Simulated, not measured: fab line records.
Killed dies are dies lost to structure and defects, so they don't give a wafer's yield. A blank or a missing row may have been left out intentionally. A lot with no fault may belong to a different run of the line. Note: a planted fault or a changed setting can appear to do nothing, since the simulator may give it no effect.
fab line records	flow sfq_line	part 1 of 2: steps 1 to 23 of 33
record lots=5	wafers=15	last_day=87
route steps=325 shown I2@110 M3@118 I3@133
lots untouched by any fault: they come from a run of this same line in which no faults occurred
start_h: hours from the record's first day to the start of the lot's first wafer shown	wait_h: hours since the lot's step before	" identical to the entry in the row above	L1.1+2: one row covering several wafers at once	- no value, or no start given	* or withheld: withheld	< > ~ a bound
route shown NAME@n: a module of which the file shows steps, and the number in the route of the first	usual: average and standard deviation across the fault-free wafers	same: alike in all rows	chamber/n: place in a boat	sites: readings site by site	_std_site: the standard deviation of these	_edge_site: mean of outer sites minus mean of inner sites	radius_mm: how far each site lies from the wafer's centre	mask NAME#n: copy n	behind: the last tool/chamber to shape the wafer	hold: reason for holding the lot/hours on hold/outcome of the hold	device: the n, p or np transistor that did not switch	end of line: tests of these same wafers at the route's end	a step with no rows: only its recipe	killed: not the wafer's yield, but the dies lost to structure and defects at the first sort	map: dies across one wafer; x = killed, . = not, _ = none there
set.NAME: the setting the step ran with; set.NAME@STEP: the setting that earlier step ran with	model.NAME: the simulator's own value behind a step, which no gauge read
lots seen at some steps along the route; tables by step, rows by wafer
services: from which hour (start_h, from the record's first day; less than 0 if before it) a tool's chamber was out of use, for how many hours, and why
## steps
# step SFQ_TRILAYER_I2_VIA_LITHO_EXPOSE_068
# recipe mask_id=I2	na=0.6	source_shape=conventional	sigma_outer=0.65	target_cd_nm=500	dose_mj=21.3
# same na=0.6
lot.wafer	tool	chamber	start_h	wait_h	mask
L081.1+4+5	krf_scanner-01	0	760.11	-	I2#0
L085.2+5+6	krf_scanner-02	0	795.97	-	I2#0
L087.1+2+6	krf_scanner-01	0	827.10	-	I2#0
L089.3+4+6	krf_scanner-02	0	861.26	-	I2#0
L091.2+3+6	krf_scanner-02	0	875.46	-	I2#0
# step SFQ_TRILAYER_I2_VIA_LITHO_PEB_070
# recipe peb_temp_c=115	peb_time_s=60	resist=KrF
# usual resist_line_temp_C=22.96/0.11
lot.wafer	tool	chamber	start_h	wait_h	resist_line_temp_C
L081.1	litho_track-04	0	761.31	1.0	22.84
L081.4	"	0	"	"	22.95
L081.5	"	0	"	"	22.92
L085.2	litho_track-04	0	797.00	0.8	22.99
L085.5	"	0	"	"	22.99
L085.6	"	0	"	"	23.04
L087.1	litho_track-04	0	828.30	1.0	22.99
L087.2	"	0	"	"	22.93
L087.6	"	0	"	"	22.86
L089.3	litho_track-04	0	862.11	0.7	22.93
L089.4	"	0	"	"	22.96
L089.6	"	0	"	"	22.99
L091.2	litho_track-04	0	876.49	0.8	22.84
L091.3	"	0	"	"	23.05
L091.6	"	0	"	"	22.92
# step SFQ_TRILAYER_I2_VIA_LITHO_DEVELOP_069
# recipe time_s=60	resist=KrF
# usual resist_line_temp_C=23.00/0.11
lot.wafer	tool	chamber	start_h	wait_h	resist_line_temp_C
L081.1	litho_track-04	0	761.46	0.1	22.92
L081.4	"	0	"	"	22.90
L081.5	"	0	"	"	22.95
L085.2	litho_track-04	0	797.15	0.1	22.96
L085.5	"	0	"	"	22.97
L085.6	"	0	"	"	22.88
L087.1	litho_track-04	0	828.45	0.1	23.18
L087.2	"	0	"	"	22.92
L087.6	"	0	"	"	22.89
L089.3	litho_track-04	0	862.26	0.1	22.94
L089.4	"	0	"	"	23.11
L089.6	"	0	"	"	23.11
L091.2	litho_track-04	0	876.64	0.1	22.93
L091.3	"	0	"	"	22.84
L091.6	"	0	"	"	23.21
# step SFQ_I2_OVL_MEAS_918
# usual I2_OVL=-2/5.3
lot.wafer	tool	chamber	start_h	wait_h	I2_OVL[nm]
L081.1	overlay-02	-	761.61	0.1	-10
L081.4	"	-	"	"	-10
L081.5	"	-	"	"	-6
L085.2	overlay-01	-	797.28	0.1	0
L085.5	"	-	"	"	-11
L085.6	"	-	"	"	-6
L087.1	overlay-01	-	828.60	0.1	-8
L087.2	"	-	"	"	-4
L087.6	"	-	"	"	-7
L089.3	overlay-02	-	862.37	0.1	0
L089.4	"	-	"	"	2
L089.6	"	-	"	"	-1
L091.2	overlay-02	-	876.77	0.1	10
L091.3	"	-	"	"	-4
L091.6	"	-	"	"	6
# step SFQ_TRILAYER_I2_VIA_BARC_OPEN_VIA_ETCH_096
# recipe mask_material=PR	chemistry=O2	target_depth_nm=125	target=BARC	source_w=500	bias_w=80	pressure_mtorr=30	time_s=41.7
# usual chamber_pressure_mTorr=29.999/0.029	drypump_motor_current_A=5.8/0.44	oes_product_au=0.686/0.0046
lot.wafer	tool	chamber	start_h	wait_h	chamber_pressure_mTorr	drypump_motor_current_A	oes_product_au	rf_hours_counter_h
L081.1	rie_diel-04	0	761.65	0.0	30.051	5.9	0.696	8.0
L081.4	"	3	"	"	30.038	5.6	0.686	4.5
L081.5	"	2	"	"	30.041	5.5	0.686	-
L085.2	rie_diel-04	2	797.31	0.0	30.000	5.5	0.685	6.4
L085.5	"	3	"	"	30.054	5.6	0.692	-
L085.6	"	2	"	"	30.034	5.5	0.690	-
L087.1	rie_diel-01	3	828.63	0.0	29.995	6.7	0.678	4.7
L087.2	"	2	"	"	30.004	5.9	0.690	3.4
L087.6	"	1	"	"	29.991	5.4	0.678	-
L089.3	rie_diel-01	1	862.40	0.0	29.985	5.4	0.687	6.7
L089.4	"	2	"	"	29.993	5.9	0.687	3.5
L089.6	"	2	"	"	30.017	5.9	0.684	-
L091.2	rie_diel-01	3	876.80	0.0	29.975	6.7	0.690	5.1
L091.3	"	2	"	"	30.011	5.9	0.692	3.8
L091.6	"	1	"	"	29.986	5.4	0.685	-
# step SFQ_TRILAYER_I2_VIA_ETCH_VIA_ETCH_070
# recipe target=SiO2	stop_on=Nb	mask_material=PR	taper_deg=20	chemistry=CHF3	target_depth_nm=260	source_w=500	bias_w=80	pressure_mtorr=30	time_s=withheld
# usual chamber_pressure_mTorr=30.000/0.03	drypump_motor_current_A=5.8/0.44	oes_product_au=0.855/0.0056
lot.wafer	tool	chamber	start_h	wait_h	chamber_pressure_mTorr	drypump_motor_current_A	oes_product_au
L081.1	rie_diel-04	0	761.69	0.0	29.989	5.9	0.858
L081.4	"	3	"	"	30.035	5.6	0.852
L081.5	"	2	"	"	30.005	5.5	0.855
L085.2	rie_diel-04	2	797.35	0.0	30.007	5.6	0.853
L085.5	"	3	"	"	30.006	5.6	0.852
L085.6	"	2	"	"	29.929	5.6	0.852
L087.1	rie_diel-01	3	828.67	0.0	29.975	6.7	0.849
L087.2	"	2	"	"	29.945	5.9	0.859
L087.6	"	1	"	"	29.951	5.3	0.854
L089.3	rie_diel-01	1	862.44	0.0	30.022	5.4	0.853
L089.4	"	2	"	"	29.961	5.9	0.864
L089.6	"	2	"	"	29.990	5.9	0.861
L091.2	rie_diel-01	3	876.84	0.0	30.034	6.7	0.847
L091.3	"	2	"	"	30.009	5.9	0.851
L091.6	"	1	"	"	30.007	5.4	0.854
# step SFQ_TRILAYER_I2_VIA_STRIP_STRIP_071
# recipe gas=O2	power_w=200	platen_temp_c=40	overash_fraction=0.65	chemistry=O2	pressure_mtorr=50
# usual chamber_pressure_mTorr=50.00/0.047	drypump_motor_current_A=5.78/0.23	oes_product_au=1.002/0.0079
lot.wafer	tool	chamber	start_h	wait_h	chamber_pressure_mTorr	drypump_motor_current_A	oes_product_au	rf_hours_counter_h
L081.1	rie_metal-04	1	761.80	-	49.94	6.17	1.018	53
L081.4	"	1	"	"	49.98	6.11	0.997	-
L081.5	"	1	"	"	49.98	6.12	1.008	-
L085.2	rie_metal-04	0	797.46	-	49.99	5.78	1.002	93
L085.5	"	0	"	"	49.97	5.78	1.009	-
L085.6	"	1	"	"	50.02	6.16	1.008	-
L087.1	rie_metal-04	0	828.79	-	49.91	5.82	1.007	97
L087.2	"	1	"	"	50.00	6.19	1.017	63
L087.6	"	0	"	"	49.99	5.79	1.003	-
L089.3	rie_metal-01	0	862.75	-	50.00	5.51	1.013	-
L089.4	"	1	"	"	49.95	5.45	0.991	-
L089.6	"	0	"	"	49.93	5.51	1.002	-
L091.2	rie_metal-03	1	876.95	-	50.03	5.72	0.993	73
L091.3	"	1	"	"	50.07	5.74	1.001	-
L091.6	"	0	"	"	50.05	5.90	0.990	-
# step SFQ_TRILAYER_I2_VIA_STRIP_SOLV_CLEAN_072
# recipe chemistry=NMP	temp_c=70	time_s=600
lot.wafer	tool	chamber	start_h	wait_h
L081.1+4+5	wet_bench-02	3,2,7	762.40	0.4
L085.2+5+6	wet_bench-02	1,3,5	798.06	0.4
L087.1+2+6	wet_bench-02	2,1,3	829.39	0.4
L089.3+4+6	wet_bench-03	0,6,5	863.15	0.2
L091.2+3+6	wet_bench-02	1,6,2	877.55	0.4
# step SFQ_TRILAYER_M3_DEP_PRE_CLEAN_074
# recipe gas=Ar	time_s=22.5	bias_v=250
lot.wafer	tool	chamber	start_h	wait_h
L081.1+4+5	pvd_sputter-06	-	762.57	0.0
L085.2+5+6	pvd_sputter-04	-	798.24	0.0
L087.1+2+6	pvd_sputter-06	-	829.56	0.0
L089.3+4+6	pvd_sputter-04	-	863.32	0.0
L091.2+3+6	pvd_sputter-06	-	877.72	0.0
# step SFQ_TRILAYER_M3_DEP_SPUTTER_073
# recipe material=Nb	base_pressure_pa=1.33e-06	chamber_pressure_pa=0.1333	substrate_temp_c=20	resputter_cathode_voltage_v=400	target_thk_nm=200	power_w=2000	time_s=133.3
# usual chamber_pressure_pa=0.13328/0.0003	throttle_valve_pct=30.5/0.95
lot.wafer	tool	chamber	start_h	wait_h	chamber_pressure_pa	throttle_valve_pct
L081.1	pvd_sputter-06	-	762.60	0.0	0.1336	29.1
L081.4	"	-	"	"	0.133	30.3
L081.5	"	-	"	"	0.13273	31.3
L085.2	pvd_sputter-04	-	798.26	0.0	0.13337	31.3
L085.5	"	-	"	"	0.13342	31.4
L085.6	"	-	"	"	0.13359	31.0
L087.1	pvd_sputter-06	-	829.59	0.0	0.13337	28.9
L087.2	"	-	"	"	0.13293	31.5
L087.6	"	-	"	"	0.13325	30.4
L089.3	pvd_sputter-04	-	863.35	0.0	0.1332	30.9
L089.4	"	-	"	"	0.13323	29.3
L089.6	"	-	"	"	0.13335	31.4
L091.2	pvd_sputter-06	-	877.75	0.0	0.13351	29.0
L091.3	"	-	"	"	0.1333	31.4
L091.6	"	-	"	"	0.13339	28.9
# step SFQ_M3_RS_MEAS_919
# recipe thk_meas_gauge=four-point-probe	reads=Nb_of_TRILAYER_M3_DEP_SPUTTER_073
# usual M3_NB_RS=0.891/0.009
lot.wafer	tool	chamber	start_h	wait_h	M3_NB_RS[ohm/sq]
L081.1	film_metro-03	-	762.69	0.0	0.899
L081.4	"	-	"	"	0.899
L081.5	"	-	"	"	0.894
L085.2	film_metro-01	-	798.38	0.1	0.895
L085.5	"	-	"	"	0.889
L085.6	"	-	"	"	0.898
L087.1	film_metro-01	-	829.68	0.0	0.892
L087.2	"	-	"	"	0.887
L087.6	"	-	"	"	0.902
L089.3	film_metro-03	-	863.48	0.1	0.894
L089.4	"	-	"	"	0.872
L089.6	"	-	"	"	0.888
L091.2	film_metro-04	-	877.86	0.1	0.907
L091.3	"	-	"	"	0.895
L091.6	"	-	"	"	0.897
# step SFQ_TRILAYER_M3_LITHO_COAT_080
# recipe resist=BARC	spin_rpm=3000	resist_thk_nm=62
# usual resist_line_temp_C=22.98/0.1	spin_speed_rpm=3000.0/1.9
lot.wafer	tool	chamber	start_h	wait_h	resist_line_temp_C	spin_speed_rpm
L081.1	litho_track-02	0	762.87	0.1	23.00	2999.0
L081.4	"	0	"	"	22.98	2999.1
L081.5	"	0	"	"	23.05	3001.1
L085.2	litho_track-01	0	798.59	0.1	22.90	2999.4
L085.5	"	0	"	"	22.94	3003.3
L085.6	"	0	"	"	22.94	2998.9
L087.1	litho_track-04	0	829.86	0.1	22.83	3001.6
L087.2	"	0	"	"	22.94	3001.0
L087.6	"	0	"	"	22.90	2999.7
L089.3	litho_track-02	0	863.72	0.1	23.09	2999.7
L089.4	"	0	"	"	23.07	2998.9
L089.6	"	0	"	"	22.96	3001.1
L091.2	litho_track-04	0	878.07	0.1	23.01	2996.9
L091.3	"	0	"	"	23.12	2998.9
L091.6	"	0	"	"	22.91	2996.6
# step SFQ_TRILAYER_M3_LITHO_COAT_075
# recipe resist=KrF	spin_rpm=3000	resist_thk_nm=600
# usual resist_line_temp_C=23.00/0.11	spin_speed_rpm=3000.1/1.8
lot.wafer	tool	chamber	start_h	wait_h	resist_line_temp_C	spin_speed_rpm
L081.1	litho_track-02	0	763.17	0.2	23.17	2999.7
L081.4	"	0	"	"	22.99	3001.9
L081.5	"	0	"	"	23.10	3001.3
L085.2	litho_track-01	0	798.89	0.2	22.89	2997.9
L085.5	"	0	"	"	23.02	2999.3
L085.6	"	0	"	"	22.95	3002.5
L087.1	litho_track-04	0	830.16	0.2	23.00	3001.1
L087.2	"	0	"	"	23.22	3004.2
L087.6	"	0	"	"	23.24	3003.3
L089.3	litho_track-02	0	864.02	0.2	23.10	2999.6
L089.4	"	0	"	"	23.08	2999.6
L089.6	"	0	"	"	23.00	3002.0
L091.2	litho_track-04	0	878.37	0.2	22.99	3002.9
L091.3	"	0	"	"	22.99	3002.0
L091.6	"	0	"	"	23.01	2999.8
# step SFQ_TRILAYER_M3_LITHO_SOFTBAKE_079
# recipe temp_c=withheld	time_s=withheld	resist=KrF
# usual resist_line_temp_C=*
lot.wafer	tool	chamber	start_h	wait_h	resist_line_temp_C
L081.1	litho_track-02	0	763.47	0.2	*
L081.4	"	0	"	"	*
L081.5	"	0	"	"	*
L085.2	litho_track-01	0	799.16	0.2	*
L085.5	"	0	"	"	*
L085.6	"	0	"	"	*
L087.1	litho_track-04	0	830.46	0.2	*
L087.2	"	0	"	"	*
L087.6	"	0	"	"	*
L089.3	litho_track-02	0	864.27	0.2	*
L089.4	"	0	"	"	*
L089.6	"	0	"	"	*
L091.2	litho_track-04	0	878.65	0.2	*
L091.3	"	0	"	"	*
L091.6	"	0	"	"	*
# step SFQ_TRILAYER_M3_LITHO_EXPOSE_076
# recipe mask_id=M3	na=0.6	source_shape=conventional	sigma_outer=0.65	target_cd_nm=500	dose_mj=14.4
# same na=0.6
lot.wafer	tool	chamber	start_h	wait_h	mask
L081.1+4+5	krf_scanner-02	0	912.30	-	M3#0
L085.2+5+6	krf_scanner-02	0	941.55	-	M3#0
L087.1+2+6	krf_scanner-02	0	974.95	-	M3#0
L089.3+4+6	krf_scanner-02	0	1016.52	-	M3#0
L091.2+3+6	krf_scanner-02	0	1031.92	-	M3#0
# step SFQ_TRILAYER_M3_LITHO_PEB_078
# recipe peb_temp_c=115	peb_time_s=60	resist=KrF
# usual resist_line_temp_C=22.99/0.1
lot.wafer	tool	chamber	start_h	wait_h	resist_line_temp_C
L081.1	litho_track-01	0	913.50	1.0	22.95
L081.4	"	0	"	"	22.96
L081.5	"	0	"	"	22.91
L085.2	litho_track-04	0	942.58	0.8	23.02
L085.5	"	0	"	"	23.06
L085.6	"	0	"	"	23.14
L087.1	litho_track-04	0	976.15	1.0	22.96
L087.2	"	0	"	"	23.12
L087.6	"	0	"	"	22.97
L089.3	litho_track-01	0	1017.37	0.7	22.92
L089.4	"	0	"	"	22.99
L089.6	"	0	"	"	23.02
L091.2	litho_track-02	0	1032.95	0.8	23.08
L091.3	"	0	"	"	22.94
L091.6	"	0	"	"	23.16
# step SFQ_TRILAYER_M3_LITHO_DEVELOP_077
# recipe time_s=60	resist=KrF
# usual resist_line_temp_C=22.97/0.11
lot.wafer	tool	chamber	start_h	wait_h	resist_line_temp_C
L081.1	litho_track-01	0	913.65	0.1	22.93
L081.4	"	0	"	"	22.93
L081.5	"	0	"	"	23.00
L085.2	litho_track-04	0	942.73	0.1	23.11
L085.5	"	0	"	"	22.96
L085.6	"	0	"	"	22.90
L087.1	litho_track-04	0	976.30	0.1	22.93
L087.2	"	0	"	"	22.99
L087.6	"	0	"	"	23.02
L089.3	litho_track-01	0	1017.52	0.1	22.85
L089.4	"	0	"	"	22.87
L089.6	"	0	"	"	22.93
L091.2	litho_track-02	0	1033.10	0.1	23.02
L091.3	"	0	"	"	23.11
L091.6	"	0	"	"	23.08
# step SFQ_M3_OVL_MEAS_921
# usual M3_OVL=-1/6.1
lot.wafer	tool	chamber	start_h	wait_h	M3_OVL[nm]
L081.1	overlay-01	-	913.80	0.1	-6
L081.4	"	-	"	"	-7
L081.5	"	-	"	"	-11
L085.2	overlay-02	-	942.86	0.1	6
L085.5	"	-	"	"	0
L085.6	"	-	"	"	4
L087.1	overlay-02	-	976.45	0.1	-2
L087.2	"	-	"	"	-6
L087.6	"	-	"	"	-2
L089.3	overlay-02	-	1017.63	0.1	-2
L089.4	"	-	"	"	8
L089.6	"	-	"	"	8
L091.2	overlay-01	-	1033.23	0.1	3
L091.3	"	-	"	"	1
L091.6	"	-	"	"	2
# step SFQ_TRILAYER_M3_BARC_OPEN_METAL_ETCH_100
# recipe mask_material=PR	chemistry=O2	target_depth_nm=125	target=BARC	icp_w=600	bias_w=80	pressure_mtorr=10	time_s=41.7
# usual chamber_pressure_mTorr=10.000/0.011	drypump_motor_current_A=5.8/0.34	oes_product_au=0.685/0.0044
lot.wafer	tool	chamber	start_h	wait_h	chamber_pressure_mTorr	drypump_motor_current_A	oes_product_au	rf_hours_counter_h
L081.1	rie_metal-04	0	913.84	0.0	10.008	5.8	0.687	108
L081.4	"	0	"	"	9.999	5.7	0.690	-
L081.5	"	0	"	"	9.987	5.8	0.678	-
L085.2	rie_metal-02	0	942.89	0.0	10.019	5.5	0.688	48
L085.5	"	0	"	"	10.012	5.5	0.685	-
L085.6	"	1	"	"	9.992	6.3	0.680	-
L087.1	rie_metal-04	1	976.49	0.0	9.993	6.1	0.681	81
L087.2	"	0	"	"	10.010	5.8	0.683	115
L087.6	"	0	"	"	9.987	5.8	0.684	-
L089.3	rie_metal-01	1	1017.68	0.0	10.004	5.4	0.686	-
L089.4	"	0	"	"	10.004	5.5	0.691	-
L089.6	"	0	"	"	10.004	5.5	0.680	-
L091.2	rie_metal-02	1	1033.26	0.0	10.014	6.3	0.677	118
L091.3	"	1	"	"	10.002	6.3	0.685	-
L091.6	"	0	"	"	10.013	5.5	0.679	-
# step SFQ_TRILAYER_M3_ETCH_METAL_ETCH_078
# recipe target=Nb	stop_on=SiO2	mask_material=PR	chemistry=Cl2/Ar	target_depth_nm=240	icp_w=600	bias_w=80	pressure_mtorr=10	time_s=120
# usual chamber_pressure_mTorr=9.999/0.0091	drypump_motor_current_A=5.8/0.34	oes_product_au=0.893/0.0071
lot.wafer	tool	chamber	start_h	wait_h	chamber_pressure_mTorr	drypump_motor_current_A	oes_product_au	rf_hours_counter_h
L081.1	rie_metal-04	0	913.90	0.0	9.987	5.8	0.890	108
L081.4	"	0	"	"	9.998	5.8	0.887	-
L081.5	"	0	"	"	10.013	5.8	0.890	-
L085.2	rie_metal-02	0	942.95	0.0	9.982	5.5	0.892	48
L085.5	"	0	"	"	9.995	5.5	0.889	-
L085.6	"	1	"	"	10.023	6.3	0.892	-
L087.1	rie_metal-04	1	976.55	0.0	10.012	6.1	0.888	81
L087.2	"	0	"	"	10.002	5.8	0.892	115
L087.6	"	0	"	"	10.001	5.8	0.889	-
L089.3	rie_metal-01	1	1017.76	0.1	9.992	5.4	0.889	-
L089.4	"	0	"	"	9.989	5.5	0.904	-
L089.6	"	0	"	"	10.009	5.5	0.902	-
L091.2	rie_metal-02	1	1033.32	0.0	10.009	6.3	0.877	118
L091.3	"	1	"	"	9.999	6.3	0.890	-
L091.6	"	0	"	"	9.984	5.5	0.888	-
# step SFQ_TRILAYER_M3_STRIP_STRIP_079
# recipe gas=O2	power_w=200	platen_temp_c=40	overash_fraction=0.65	chemistry=O2	pressure_mtorr=50
# usual chamber_pressure_mTorr=50.00/0.05	drypump_motor_current_A=5.8/0.34	oes_product_au=1.003/0.0075
lot.wafer	tool	chamber	start_h	wait_h	chamber_pressure_mTorr	drypump_motor_current_A	oes_product_au	rf_hours_counter_h
L081.1	rie_metal-04	0	914.02	0.1	50.00	5.8	1.001	108
L081.4	"	0	"	"	50.07	5.8	1.016	-
L081.5	"	0	"	"	49.95	5.8	1.008	-
L085.2	rie_metal-02	0	943.07	0.1	49.95	5.5	1.004	48
L085.5	"	0	"	"	50.09	5.5	1.001	-
L085.6	"	1	"	"	50.00	6.3	0.993	-
L087.1	rie_metal-04	1	976.67	0.1	49.95	6.1	1.015	82
L087.2	"	0	"	"	49.94	5.8	1.003	116
L087.6	"	0	"	"	50.00	5.8	1.000	-
L089.3	rie_metal-01	1	1018.04	0.2	49.96	5.4	1.002	-
L089.4	"	0	"	"	50.05	5.5	0.997	-
L089.6	"	0	"	"	50.00	5.5	0.996	-
L091.2	rie_metal-02	1	1033.44	0.1	49.96	6.3	1.007	119
L091.3	"	1	"	"	50.01	6.3	1.004	-
L091.6	"	0	"	"	50.00	5.5	1.000	-
# step SFQ_TRILAYER_M3_STRIP_SOLV_CLEAN_080
# recipe chemistry=NMP	temp_c=70	time_s=600
lot.wafer	tool	chamber	start_h	wait_h
L081.1+4+5	wet_bench-04	3,1,7	914.62	0.4
L085.2+5+6	wet_bench-04	5,7,1	943.67	0.4
L087.1+2+6	wet_bench-02	3,6,4	977.27	0.4
L089.3+4+6	wet_bench-01	1,4,3	1018.44	0.2
L091.2+3+6	wet_bench-02	1,5,6	1034.04	0.4
# step SFQ_TRILAYER_I3_DEP_PECVD_081
# recipe material=SiO2	temp_c=150	time_s=111.11	pressure_torr=2.4	rf_w=183.3	precursor=SiH4/N2O	target_thk_nm=500
# usual heater_power_outer_w=32/9.8	heater_power_w=85/18	throttle_valve_pct=24.0/1
lot.wafer	tool	chamber	start_h	wait_h	heater_power_outer_w	heater_power_w	throttle_valve_pct
L081.1	pecvd-01	2	914.80	0.0	33	88	24.8
L081.4	"	1	"	"	53	121	23.8
L081.5	"	0	"	"	28	83	23.6
L085.2	pecvd-04	2	943.85	0.0	30	83	23.6
L085.5	"	1	"	"	20	59	25.3
L085.6	"	2	"	"	33	85	23.1
L087.1	pecvd-02	0	977.45	0.0	32	91	21.0
L087.2	"	2	"	"	23	78	22.7
L087.6	"	0	"	"	34	100	21.1
L089.3	pecvd-02	2	1018.62	0.0	31	90	22.8
L089.4	"	0	"	"	32	96	21.1
L089.6	"	2	"	"	20	75	23.1
L091.2	pecvd-01	0	1034.22	0.0	28	86	23.5
L091.3	"	1	"	"	48	117	24.3
L091.6	"	1	"	"	51	123	24.0
